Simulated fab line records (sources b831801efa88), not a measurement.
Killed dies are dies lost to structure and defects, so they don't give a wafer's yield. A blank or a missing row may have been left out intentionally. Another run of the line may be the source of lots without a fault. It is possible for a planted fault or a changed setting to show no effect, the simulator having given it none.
Struck lot and sound lot, side by side || flow sfq-line || 14 out of 325 route steps
Sound: the wafers L385.3, L385.4, L385.6. Wafers struck: L390.1, L390.2, L390.6. Last of all comes the cause.
Order at every step that has rows: each side's tool, ch and its chambers, its first start. Under that, the readings that differ: sound wafers || struck wafers || difference of the means || sigmas: that difference in standard deviations of wafers without a fault.
alike: readings with means less than 2 such deviations apart, plus words and numbers identical on both sides. not compared: withheld readings, readings lacking a value on some wafer, bounds such as >300 that could conceal the same value, and numbers that have no deviation in the record and whose values overlap.
Wherever a step has rows on one side only, a row that says differs or no value, or a row with sigmas, the two part there. Numbers that don't overlap but have no deviation are shown without sigmas and don't part them. A reading missing from all wafers of one side parts the sides only when that side holds two or more wafers.

SFQ_TRILAYER_M2_BARC_OPEN_METAL_ETCH_077: etches BARC in O2, target depth 125 nm, time 41.7 s.
  sound on rie-metal-04 ch 1, day 18 21:37; struck on rie-metal-03 ch 0,1, day 20 22:19
  alike: drypump-motor-current-A, oes-product-au
  not compared: rf-hours-counter-h
SFQ_TRILAYER_M2_ETCH_METAL_ETCH_060: etches Nb in Cl2/Ar, stops on SiO2, target depth 240 nm, time 120 s.
  sound on rie-metal-04 ch 1, day 18 21:46; struck on rie-metal-03 ch 0,1, day 20 22:23
  alike: drypump-motor-current-A, oes-product-au
  not compared: rf-hours-counter-h
SFQ_TRILAYER_M2_STRIP_STRIP_061: strips in O2.
  sound on rie-metal-04 ch 1, day 18 22:20; struck on rie-metal-03 ch 0,1, day 20 22:31
  alike: drypump-motor-current-A, oes-product-au
  not compared: rf-hours-counter-h
then, 1 step without rows for these wafers: SFQ_TRILAYER_M2_STRIP_SOLV_CLEAN_062 (cleans in NMP, time 600 s).
SFQ_TRILAYER_I2_DEP_PECVD_063: deposits SiO2 from SiH4/N2O, time 111.11 s, target thk 500 nm.
  sound on pecvd-02 ch 0,1, day 18 23:19; struck on pecvd-02 ch 0,1,2, day 20 23:17
  alike: heater-power-outer-w, heater-power-w, throttle-valve-pct
then, 1 step without rows for these wafers: SFQ_TRILAYER_I2_CMP_CMP_064 (polishes SiO2).
SFQ_I2_BOW_MEAS_917:
  sound on film-metro-01, day 19 10:39; struck on film-metro-02, day 21 06:13
  alike: I2_BOW
SFQ_TRILAYER_I2_METRO_MEASURE_065:
  sound on film-metro-01, day 19 11:08; struck on film-metro-02, day 21 06:20
  alike: thk-nm
then, 4 steps without rows for these wafers: SFQ_TRILAYER_I2_VIA_LITHO_COAT_072 (resist thk 62 nm); SFQ_TRILAYER_I2_VIA_LITHO_COAT_067 (resist thk 650 nm); SFQ_TRILAYER_I2_VIA_LITHO_SOFTBAKE_071; SFQ_TRILAYER_I2_VIA_LITHO_EXPOSE_068 (exposes mask I2, target cd 500 nm).
-- the record jumps here: 5 days lie between the struck wafers' starts before and after --
SFQ_TRILAYER_I2_VIA_LITHO_PEB_070: peb time 60 s.
  sound on litho-track-03 ch 0, day 24 01:43; struck on litho-track-04, day 25 18:55
  no value came back on the struck wafers for chill-plate-temp-C (C), exhaust-pa (Pa); on the sound wafers chill-plate-temp-C (C) reads 23.01 23.19 23.09
then, 1 step without rows for these wafers: SFQ_TRILAYER_I2_VIA_LITHO_DEVELOP_069 (time 60 s).

WHERE THEY PART
SFQ_TRILAYER_I2_VIA_LITHO_PEB_070 only, going by this record.

WHY: what had been put in by the simulator
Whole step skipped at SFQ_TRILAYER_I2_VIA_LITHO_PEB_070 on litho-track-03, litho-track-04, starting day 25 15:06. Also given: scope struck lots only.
